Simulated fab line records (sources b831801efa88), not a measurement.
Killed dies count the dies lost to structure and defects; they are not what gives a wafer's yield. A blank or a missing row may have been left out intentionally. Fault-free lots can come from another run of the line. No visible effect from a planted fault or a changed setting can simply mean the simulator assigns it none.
Chamber matching ; flow sky130 ; pecvd-04 running SKY_CAPM_CVD_00: 3 sister chambers
The step deposits SiO2, target thk 15.5 nm. 6 wafers are shown with their chamber, then 7 later ones without.

== EACH WAFER AND ITS CHAMBER ==
wafer;chamber;heaterPowerOuterW (W);heaterPowerW (W)
L074.1;0;661;1010
L081.2;0;734;1113
L082.5;1;395;648
L082.6;2;307;592
L084.1;1;400;684
L084.3;2;268;526

== WAFERS MISSING THEIR CHAMBER ==
wafer;heaterPowerOuterW (W);heaterPowerW (W)
L084.5;399;678
L090.3;309;585
L090.4;296;607
L090.5;431;697
L094.2;702;1026
L094.3;283;577
L094.5;287;586

== CHAMBER TAKEN BY EACH ==
wafer;from the rows above;in truth
L084.5;1;1
L090.3;2;2
L090.4;2;2
L090.5;1;1
L094.2;0;0
L094.3;2;2
L094.5;2;2
Correctly placed: 7 of 7. From these rows, 0 cannot be placed. Wrongly placed: 0.
How it was worked out, from the rows above alone: a wafer's distance from a chamber is the root of the sum, over the readings, of the square of ((its reading less the chamber's mean) divided by the reading's scatter). The wafer belongs to the nearest chamber; if the next one is less than 2 further off, it can't be placed. A chamber's mean is the mean of its shown wafers. The scatter: the root of (the sum of the squares of (reading less its chamber's mean) over the shown wafers, divided by (wafers less chambers)).
